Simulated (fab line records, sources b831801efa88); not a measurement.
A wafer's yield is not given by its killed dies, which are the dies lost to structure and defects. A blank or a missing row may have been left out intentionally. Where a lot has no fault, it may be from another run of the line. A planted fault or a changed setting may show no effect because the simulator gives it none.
fab line records -- flow sky130
record lots=15, wafers=45, lastDay=50
route steps=708 shown VIA1@461 METAL2@483
lots untouched by any fault: they come from a run of this same line in which no faults occurred
startH: the number of hours between the record's first day and the start of the first shown wafer of the lot -- waitH: hours elapsed since this lot's preceding step -- " the same as in the row above -- L1.1+2: a row that stands for several wafers -- - no value, or no start given -- * or withheld: withheld -- < > ~ a bound
route shown NAME@n: names a module that has steps shown in the file, with the first one's number in the route -- usual: average and standard deviation across the fault-free wafers -- same: alike in all rows -- chamber/n: place in a boat -- sites: readings site by site -- _std_site: the values' standard deviation -- _edge_site: the outer-site mean with the inner-site mean subtracted -- radiusMm: how far each site lies from the wafer's centre -- mask NAME#n: copy n -- behind: tool/chamber where the wafer was last shaped -- hold: why the lot was held/for how many hours/how that ended -- device: whichever transistor did not switch (one of n, p or np) -- end of line: the tests these same wafers got at the end of their route -- for a step that has no rows: nothing shown but its recipe -- killed: dies that structure and defects cost at the first sort, which is not the same as the wafer's yield -- map: per-die view of a wafer (x killed, . not killed, _ where there is no die)
set.NAME: the run value of the setting; set.NAME@STEP: its run value at that earlier step -- model.NAME: the simulator's own value behind a step, which no gauge read
steps of the route over a sample of lots; a table a step, a row a wafer
services: the hour from which a tool's chamber was out of use, counted from the record's first day as startH (under 0 if before that day), plus the number of hours and why
## steps
# step SKY_VIA1_BOW_MEAS_03
# recipe mode=bow
# usual VIA1_BOW=80/7.1
lot.wafer,tool,chamber,startH,waitH,VIA1_BOW[um]
L137.1,filmMetro-02,-,760.23,0.1,80
L137.3,filmMetro-02,-,760.23,0.1,86
L137.6,filmMetro-02,-,760.23,0.1,68
L138.2,filmMetro-02,-,766.13,0.1,79
L138.3,filmMetro-02,-,766.13,0.1,84
L138.6,filmMetro-02,-,766.13,0.1,83
L139.2,filmMetro-02,-,776.98,0.3,88
L139.4,filmMetro-02,-,776.98,0.3,102
L139.6,filmMetro-02,-,776.98,0.3,92
L140.2,filmMetro-03,-,789.70,0.1,92
L140.4,filmMetro-03,-,789.70,0.1,81
L140.6,filmMetro-03,-,789.70,0.1,83
L141.2,filmMetro-01,-,791.56,0.3,95
L141.4,filmMetro-01,-,791.56,0.3,83
L141.5,filmMetro-01,-,791.56,0.3,80
L142.2,filmMetro-03,-,804.63,0.3,79
L142.3,filmMetro-03,-,804.63,0.3,77
L142.6,filmMetro-03,-,804.63,0.3,79
L143.2,filmMetro-03,-,815.97,0.2,76
L143.5,filmMetro-03,-,815.97,0.2,73
L143.6,filmMetro-03,-,815.97,0.2,78
L144.2,filmMetro-01,-,819.48,0.2,81
L144.3,filmMetro-01,-,819.48,0.2,82
L144.6,filmMetro-01,-,819.48,0.2,77
L148.2,filmMetro-01,-,847.13,0.1,75
L148.3,filmMetro-01,-,847.13,0.1,74
L148.6,filmMetro-01,-,847.13,0.1,67
L151.1,filmMetro-03,-,878.12,0.2,79
L151.3,filmMetro-03,-,878.12,0.2,85
L151.6,filmMetro-03,-,878.12,0.2,78
L156.2,filmMetro-03,-,916.68,0.2,86
L156.5,filmMetro-03,-,916.68,0.2,80
L156.6,filmMetro-03,-,916.68,0.2,87
L157.1,filmMetro-01,-,919.44,0.2,66
L157.4,filmMetro-01,-,919.44,0.2,80
L157.5,filmMetro-01,-,919.44,0.2,68
L158.2,filmMetro-01,-,925.47,0.2,78
L158.4,filmMetro-01,-,925.47,0.2,80
L158.5,filmMetro-01,-,925.47,0.2,68
L160.1,filmMetro-02,-,933.49,0.2,72
L160.3,filmMetro-02,-,933.49,0.2,79
L160.6,filmMetro-02,-,933.49,0.2,87
L159.1,filmMetro-02,-,936.00,0.2,84
L159.5,filmMetro-02,-,936.00,0.2,77
L159.6,filmMetro-02,-,936.00,0.2,72
# step SKY_VIA1_STRIP_16
# recipe chemistry=O2/N2, powerW=1400, pressureMtorr=1500, platenTempC=withheld, o2FlowSccm=3000, n2FlowSccm=300, overashFraction=0.5
# usual drypumpMotorCurrentA=5.81/0.3, oesProductAu=0.415/0.0047, stripTimeToEndpointS=4.447/0.027
# same overashFraction=0.5
lot.wafer,tool,chamber,startH,waitH,drypumpMotorCurrentA,oesProductAu,rfHoursCounterH,stripTimeToEndpointS
L137.1,plasmaAsher-04,1,786.62,0.0,5.54,0.416,34,4.459
L137.3,plasmaAsher-04,0,786.62,0.0,6.16,0.418,-,4.484
L137.6,plasmaAsher-04,1,786.62,0.0,5.53,0.421,-,4.485
L138.2,plasmaAsher-03,0,792.59,0.0,6.00,0.409,5,4.436
L138.3,plasmaAsher-03,1,792.59,0.0,5.43,0.420,-,4.482
L138.6,plasmaAsher-03,0,792.59,0.0,5.99,0.425,-,4.401
L139.2,plasmaAsher-04,1,803.49,0.0,5.49,0.419,36,4.468
L139.4,plasmaAsher-04,1,803.49,0.0,5.52,0.409,-,4.453
L139.6,plasmaAsher-04,1,803.49,0.0,5.54,0.413,-,4.421
L140.2,plasmaAsher-01,1,816.27,0.0,5.57,0.420,70,4.439
L140.4,plasmaAsher-01,1,816.27,0.0,5.58,0.420,-,4.461
L140.6,plasmaAsher-01,1,816.27,0.0,5.59,0.420,-,4.458
L141.2,plasmaAsher-03,1,817.49,0.0,5.44,0.415,7,4.435
L141.4,plasmaAsher-03,0,817.49,0.0,5.97,0.422,-,4.472
L141.5,plasmaAsher-03,1,817.49,0.0,5.47,0.419,-,4.473
L142.2,plasmaAsher-01,0,830.89,0.0,6.12,0.411,71,4.462
L142.3,plasmaAsher-01,1,830.89,0.0,5.56,0.410,-,4.469
L142.6,plasmaAsher-01,0,830.89,0.0,6.13,0.416,-,4.478
L143.2,plasmaAsher-01,0,842.64,0.0,6.08,0.416,72,4.450
L143.5,plasmaAsher-01,1,842.64,0.0,5.55,0.421,-,4.441
L143.6,plasmaAsher-01,0,842.64,0.0,6.11,0.420,-,4.445
L144.2,plasmaAsher-01,1,846.12,0.0,5.55,0.413,73,4.464
L144.3,plasmaAsher-01,1,846.12,0.0,5.52,0.407,-,4.482
L144.6,plasmaAsher-01,1,846.12,0.0,5.52,0.412,-,4.472
L148.2,plasmaAsher-04,0,872.32,0.0,6.15,0.413,42,4.397
L148.3,plasmaAsher-04,1,872.32,0.0,5.54,0.417,-,4.442
L148.6,plasmaAsher-04,1,872.32,0.0,5.53,0.418,-,4.420
L151.1,plasmaAsher-01,1,904.04,0.0,5.57,0.413,78,4.468
L151.3,plasmaAsher-01,0,904.04,0.0,6.10,0.418,-,4.448
L151.6,plasmaAsher-01,1,904.04,0.0,5.56,0.416,-,4.454
L156.2,plasmaAsher-01,0,942.04,0.0,6.11,0.413,82,4.406
L156.5,plasmaAsher-01,0,942.04,0.0,6.12,0.418,-,4.444
L156.6,plasmaAsher-01,1,942.04,0.0,5.54,0.411,-,4.416
L157.1,plasmaAsher-01,0,944.24,0.0,6.11,0.413,82,4.430
L157.4,plasmaAsher-01,0,944.24,0.0,6.13,0.411,-,4.459
L157.5,plasmaAsher-01,0,944.24,0.0,6.11,0.421,-,4.419
L158.2,plasmaAsher-04,1,950.19,0.0,5.52,0.415,51,4.393
L158.4,plasmaAsher-04,0,950.19,0.0,6.15,0.423,-,4.452
L158.5,plasmaAsher-04,0,950.19,0.0,6.16,0.412,-,4.390
L160.1,plasmaAsher-04,0,957.74,0.0,6.17,0.414,51,4.407
L160.3,plasmaAsher-04,0,957.74,0.0,6.14,0.420,-,4.503
L160.6,plasmaAsher-04,0,957.74,0.0,6.16,0.414,-,4.465
L159.1,plasmaAsher-04,0,960.14,0.0,6.15,0.410,52,4.463
L159.5,plasmaAsher-04,1,960.14,0.0,5.56,0.407,-,4.416
L159.6,plasmaAsher-04,0,960.14,0.0,6.14,0.416,-,4.447
# step SKY_VIA1_CVD_21
# recipe material=W, targetThkNm=270, timeS=80.902, tempC=400, pressureTorr=40
# usual heaterPowerOuterW=516/44, heaterPowerW=867/67, susceptorTempC=400.01/0.21
lot.wafer,tool,chamber,startH,waitH,heaterPowerOuterW,heaterPowerW,susceptorTempC
L137.1,cvdW-01,1,787.31,0.0,523,892,399.86
L137.3,cvdW-01,0,787.31,0.0,470,851,400.45
L137.6,cvdW-01,1,787.31,0.0,524,888,399.60
L138.2,cvdW-01,1,793.28,0.0,529,879,400.03
L138.3,cvdW-01,0,793.28,0.0,466,843,400.18
L138.6,cvdW-01,0,793.28,0.0,483,845,399.65
L139.2,cvdW-02,1,804.15,0.0,609,985,400.17
L139.4,cvdW-02,1,804.15,0.0,608,1007,399.83
L139.6,cvdW-02,1,804.15,0.0,598,985,399.82
L140.2,cvdW-01,0,816.92,0.0,459,847,400.19
L140.4,cvdW-01,0,816.92,0.0,466,854,400.14
L140.6,cvdW-01,1,816.92,0.0,536,917,399.91
L141.2,cvdW-02,0,818.14,0.0,479,782,400.02
L141.4,cvdW-02,1,818.14,0.0,607,966,399.97
L141.5,cvdW-02,1,818.14,0.0,598,997,399.63
L142.2,cvdW-01,1,831.59,0.0,533,889,400.16
L142.3,cvdW-01,1,831.59,0.0,519,882,400.14
L142.6,cvdW-01,1,831.59,0.0,529,892,400.27
L143.2,cvdW-02,1,843.32,0.0,596,997,400.08
L143.5,cvdW-02,1,843.32,0.0,605,993,399.83
L143.6,cvdW-02,0,843.32,0.0,486,793,399.85
L144.2,cvdW-01,0,846.77,0.0,471,839,400.13
L144.3,cvdW-01,1,846.77,0.0,535,910,400.36
L144.6,cvdW-01,0,846.77,0.0,475,860,399.90
L148.2,cvdW-01,1,873.00,0.0,557,893,400.00
L148.3,cvdW-01,1,873.00,0.0,534,900,399.83
L148.6,cvdW-01,1,873.00,0.0,527,886,400.10
L151.1,cvdW-01,0,904.72,0.0,475,840,400.17
L151.3,cvdW-01,1,904.72,0.0,518,894,400.27
L151.6,cvdW-01,0,904.72,0.0,471,850,399.82
L156.2,cvdW-02,1,942.70,0.0,548,848,399.94
L156.5,cvdW-02,1,942.70,0.0,533,870,400.16
L156.6,cvdW-02,0,942.70,0.0,466,762,400.18
L157.1,cvdW-01,1,944.90,0.0,528,891,400.13
L157.4,cvdW-01,1,944.90,0.0,535,904,400.15
L157.5,cvdW-01,1,944.90,0.0,540,892,400.13
L158.2,cvdW-01,0,950.84,0.0,475,830,400.19
L158.4,cvdW-01,0,950.84,0.0,477,851,400.15
L158.5,cvdW-01,0,950.84,0.0,477,853,400.20
L160.1,cvdW-02,1,958.41,0.0,537,839,399.98
L160.3,cvdW-02,1,958.41,0.0,537,850,399.91
L160.6,cvdW-02,1,958.41,0.0,528,841,399.85
L159.1,cvdW-02,1,960.79,0.0,533,859,400.00
L159.5,cvdW-02,1,960.79,0.0,541,875,399.95
L159.6,cvdW-02,0,960.79,0.0,470,757,400.27
# step SKY_METAL2_SPUTTER_00
# recipe material=Ti, targetThkNm=15, powerW=3000, timeS=10, chamberPressurePa=0.4
# usual cathodeDcPowerW=3000.1/0.49, chamberPressurePa=0.4001/0.00068, throttleValvePct=30.5/1.3
lot.wafer,tool,chamber,startH,waitH,cathodeDcPowerW,chamberPressurePa,throttleValvePct
L137.1,pvdSputter-03,-,787.88,0.2,3000.2,0.3988,31.4
L137.3,pvdSputter-03,-,787.88,0.2,2999.8,0.3998,28.9
L137.6,pvdSputter-03,-,787.88,0.2,2999.6,0.3995,30.5
L138.2,pvdSputter-02,-,793.86,0.2,3000.6,0.4003,33.3
L138.3,pvdSputter-02,-,793.86,0.2,2999.7,0.4002,30.4
L138.6,pvdSputter-02,-,793.86,0.2,2999.2,0.3995,30.5
L139.2,pvdSputter-02,-,804.72,0.1,3000.7,0.4002,30.2
L139.4,pvdSputter-02,-,804.72,0.1,2998.9,0.4005,30.0
L139.6,pvdSputter-02,-,804.72,0.1,2999.5,0.4002,30.4
L140.2,pvdSputter-02,-,817.49,0.1,2999.9,0.4012,30.1
L140.4,pvdSputter-02,-,817.49,0.1,2999.6,0.4002,30.4
L140.6,pvdSputter-02,-,817.49,0.1,3000.2,0.3998,30.1
L141.2,pvdSputter-01,-,818.71,0.2,2999.5,0.3998,30.0
L141.4,pvdSputter-01,-,818.71,0.2,2999.9,0.3993,31.0
L141.5,pvdSputter-01,-,818.71,0.2,3000.3,0.3995,29.8
L142.2,pvdSputter-02,-,832.16,0.1,3000.9,0.4006,30.0
L142.3,pvdSputter-02,-,832.16,0.1,3000.4,0.3983,33.3
L142.6,pvdSputter-02,-,832.16,0.1,2999.7,0.4001,30.7
L143.2,pvdSputter-02,-,843.89,0.1,3000.0,0.4010,30.5
L143.5,pvdSputter-02,-,843.89,0.1,2999.0,0.4015,30.6
L143.6,pvdSputter-02,-,843.89,0.1,2999.8,0.3999,31.0
L144.2,pvdSputter-03,-,847.34,0.2,3000.7,0.4010,28.3
L144.3,pvdSputter-03,-,847.34,0.2,3000.1,0.4009,31.5
L144.6,pvdSputter-03,-,847.34,0.2,2999.7,0.3989,31.0
L148.2,pvdSputter-01,-,873.57,0.2,3000.8,0.3991,31.2
L148.3,pvdSputter-01,-,873.57,0.2,3000.5,0.4004,29.8
L148.6,pvdSputter-01,-,873.57,0.2,3000.4,0.3999,31.0
L151.1,pvdSputter-03,-,905.29,0.2,3000.1,0.3994,30.8
L151.3,pvdSputter-03,-,905.29,0.2,3000.5,0.4010,29.0
L151.6,pvdSputter-03,-,905.29,0.2,3000.1,0.4002,29.1
L156.2,pvdSputter-01,-,943.27,0.2,-,-,-
L156.5,pvdSputter-01,-,943.27,0.2,-,-,-
L156.6,pvdSputter-01,-,943.27,0.2,-,-,-
L157.1,pvdSputter-03,-,945.56,0.2,-,-,-
L157.4,pvdSputter-03,-,945.56,0.2,-,-,-
L157.5,pvdSputter-03,-,945.56,0.2,-,-,-
L158.2,pvdSputter-02,-,951.41,0.2,-,-,-
L158.4,pvdSputter-02,-,951.41,0.2,-,-,-
L158.5,pvdSputter-02,-,951.41,0.2,-,-,-
L160.1,pvdSputter-03,-,958.98,0.1,2999.6,0.3991,31.6
L160.3,pvdSputter-03,-,958.98,0.1,3000.6,0.4007,29.2
L160.6,pvdSputter-03,-,958.98,0.1,3000.1,0.3996,28.5
L159.1,pvdSputter-03,-,961.36,0.1,3000.4,0.4003,30.6
L159.5,pvdSputter-03,-,961.36,0.1,2999.9,0.4008,31.5
L159.6,pvdSputter-03,-,961.36,0.1,2999.7,0.4000,28.3
## services
tool,chamber,startH,hours,kind
cvdW-01,-,789.48,0.5,repair
pvdSputter-02,-,802.46,1.1,repair
pvdSputter-02,-,803.03,1.2,repair
plasmaAsher-03,-,804.25,0.6,repair
pvdSputter-02,-,811.89,4.4,repair
cvdW-02,-,820.62,1.1,repair
cvdW-01,0,824.02,2.5,repair
pvdSputter-01,-,841.57,7.9,repair
cvdW-01,1,857.36,4.5,repair
pvdSputter-03,-,877.83,0.5,repair
cvdW-01,-,884.83,6.0,pm
cvdW-02,-,904.00,14.0,pm
cvdW-02,0,904.00,14.0,ventCycle
cvdW-02,1,904.00,14.0,ventCycle
cvdW-02,0,918.00,-,clean
cvdW-02,1,918.00,-,clean
pvdSputter-03,-,929.30,0.9,repair
pvdSputter-02,-,935.83,12.5,repair
cvdW-01,0,936.11,10.5,repair
cvdW-02,1,954.95,3.3,repair
## key
firstSign step=SKY_METAL2_SPUTTER_00, reading=toolRecord, direction=missing
effect none on later readings
metAt SKY_METAL2_SPUTTER_00
struckLots L156,L157,L158
laterRowsLeftOut L156.2,L156.5,L156.6,L157.1,L157.4,L157.5,L158.2,L158.4,L158.5
sortLeftOut L156.2,L156.5,L156.6,L157.1,L157.4,L157.5,L158.2,L158.4,L158.5
notActingAt SKY_VIA1_BOW_MEAS_03,SKY_VIA1_STRIP_16,SKY_VIA1_CVD_21
onsetBetween 905.29 943.27
fault kind=skippedStepWhole, tool=pvdSputter-01,pvdSputter-02,pvdSputter-03, chamber=-, onsetH=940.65, steps=SKY_METAL2_SPUTTER_00, scope=struckLotsOnly
# sortLeftOut: the simulated sort isn't trusted on such a fault, so these wafers' sort isn't shown, and their yield isn't known
# laterRowsLeftOut: the simulator's readings of these wafers behind a module that went badly wrong aren't trusted and aren't shown, but for the sort
